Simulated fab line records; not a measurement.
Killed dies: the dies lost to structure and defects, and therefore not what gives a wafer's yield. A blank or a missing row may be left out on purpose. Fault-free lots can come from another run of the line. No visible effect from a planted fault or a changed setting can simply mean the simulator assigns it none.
fab line records    flow sfq_line
[record] lots = 7  wafers = 21  last_day = 81
route steps=325 shown INCOMING@1 L0@3
lots that met no fault: from a run of the same line without faults
start_h: hours from the record's opening day to when the first of the lot's shown wafers began    wait_h: hours elapsed since this lot's preceding step    " same as the row above    L1.1+2: several wafers, shown together as one row    - value missing, or start not given    * or withheld: withheld    < > ~ a bound
route shown NAME@n: a module of which the file shows steps, and the number in the route of the first    usual: mean and standard deviation over wafers with no fault    same: alike in all rows    chamber/n: place in a boat    sites: readings site by site    _std_site: standard deviation across them    _edge_site: outer sites' mean less inner sites'    radius_mm: how far each site lies from the wafer's centre    mask NAME#n: copy n    behind: tool/chamber where the wafer was last shaped    hold: what put the lot on hold/how long, in hours/how the hold closed    device: the n, p or np transistor that did not switch    end of line: the tests these same wafers got at the end of their route    a step with no rows: only its recipe    killed: at the first sort, the dies lost to defects and structure; wafer yield is something else    map: a wafer's dies, marking killed ones x, the rest . and places with no die _
set.NAME: the setting that was run; set.NAME@STEP: the one run at that earlier step    model.NAME: the simulator's own value behind a step, which no gauge read
lots at selected steps of the route; one table per step, one row per wafer
services: the hour from which a tool's chamber was out of use, counted from the record's first day as start_h (under 0 if before that day), plus the number of hours and why
[[steps]]
[step SFQ_INCOMING_BOW_MEAS_900]
[recipe] mode = bow
[usual] INCOMING_BOW = 0/6.5
lot.wafer  tool           chamber  start_h  wait_h  INCOMING_BOW[um]
L750.1     film_metro-01  -        10.00    -       2
L750.2     "              -        "        "       4
L750.3     "              -        "        "       2
L760.3     film_metro-03  -        60.04    -       0
L760.4     "              -        "        "       1
L760.6     "              -        "        "       -6
L761.3     film_metro-01  -        65.04    -       3
L761.5     "              -        "        "       -6
L761.6     "              -        "        "       -3
L762.1     film_metro-01  -        70.00    -       -7
L762.2     "              -        "        "       -8
L762.5     "              -        "        "       6
L765.1     film_metro-01  -        85.00    -       5
L765.3     "              -        "        "       17
L765.5     "              -        "        "       -14
L770.1     film_metro-03  -        110.00   -       1
L770.4     "              -        "        "       0
L770.6     "              -        "        "       6
L773.1     film_metro-02  -        125.00   -       -1
L773.4     "              -        "        "       4
L773.5     "              -        "        "       -2
[step SFQ_TRILAYER_INCOMING_OXIDATION_002]
[recipe] temp_c = 1000  ambient = H2O  target_thk_a = 5000  p_h2o_torr = 720  ox_time_s = 4939
[usual] ox_temp_c = 999.9/0.38  ox_temp_c_max = 1004.8/0.96
lot.wafer  tool        chamber  start_h  wait_h  ox_temp_c  ox_temp_c_max
L750.1     furnace-01  0        10.12    0.1     999.7      1003.3
L750.2     "           0        "        "       1000.3     1004.1
L750.3     "           0        "        "       999.8      1006.4
L760.3     furnace-02  -        60.12    0.1     -          -
L760.4     "           -        "        "       -          -
L760.6     "           -        "        "       -          -
L761.3     furnace-01  -        65.12    0.1     -          -
L761.5     "           -        "        "       -          -
L761.6     "           -        "        "       -          -
L762.1     furnace-02  -        70.12    0.1     -          -
L762.2     "           -        "        "       -          -
L762.5     "           -        "        "       -          -
L765.1     furnace-02  0        85.12    0.1     999.6      1006.3
L765.3     "           0        "        "       999.5      1005.1
L765.5     "           0        "        "       999.7      1004.2
L770.1     furnace-01  0        110.12   0.1     999.9      1004.0
L770.4     "           0        "        "       999.7      1003.9
L770.6     "           0        "        "       999.5      1003.5
L773.1     furnace-02  0        125.12   0.1     1000.2     1006.1
L773.4     "           0        "        "       1000.0     1005.2
L773.5     "           0        "        "       999.4      1004.8
[step SFQ_TRILAYER_L0_DEP_SPUTTER_003]
[recipe] material = MoNx_KI  base_pressure_pa = 1.33e-06  target_thk_nm = 40  power_w = 800  time_s = 100  chamber_pressure_pa = 0.4
[usual] throttle_valve_pct = 30.1/0.69
lot.wafer  tool            chamber  start_h  wait_h  throttle_valve_pct
L750.1     pvd_sputter-04  -        12.49    0.0     30.4
L750.2     "               -        "        "       30.4
L750.3     "               -        "        "       28.3
L760.3     pvd_sputter-04  -        62.49    0.0     30.3
L760.4     "               -        "        "       28.5
L760.6     "               -        "        "       30.3
L761.3     pvd_sputter-04  -        67.49    0.0     29.9
L761.5     "               -        "        "       28.5
L761.6     "               -        "        "       30.5
L762.1     pvd_sputter-05  -        72.49    0.0     30.3
L762.2     "               -        "        "       30.1
L762.5     "               -        "        "       30.3
L765.1     pvd_sputter-05  -        87.49    0.0     30.9
L765.3     "               -        "        "       30.3
L765.5     "               -        "        "       30.9
L770.1     pvd_sputter-06  -        112.49   0.0     30.4
L770.4     "               -        "        "       29.7
L770.6     "               -        "        "       30.5
L773.1     pvd_sputter-05  -        127.49   0.0     29.9
L773.4     "               -        "        "       30.4
L773.5     "               -        "        "       31.3
[[services]]
tool        chamber  start_h  hours  kind
furnace-01  -        -4.89    4.4    pm
furnace-02  -        24.63    4.3    pm
furnace-01  -        74.66    3.5    pm
furnace-02  -        97.49    3.9    pm
[[key]]
[first_sign] step = SFQ_TRILAYER_INCOMING_OXIDATION_002  reading = tool_record  direction = missing
effect none on later readings
met_at SFQ_TRILAYER_INCOMING_OXIDATION_002
struck_wafers L760.3,L760.4,L760.6,L761.3,L761.5,L761.6,L762.1,L762.2,L762.5
onset_between 10.12 60.12
[fault] kind = skipped_step_whole  tool = furnace-01,furnace-02  chamber = -  onset_h = 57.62  steps = SFQ_TRILAYER_INCOMING_OXIDATION_002  scope = struck_lots_only
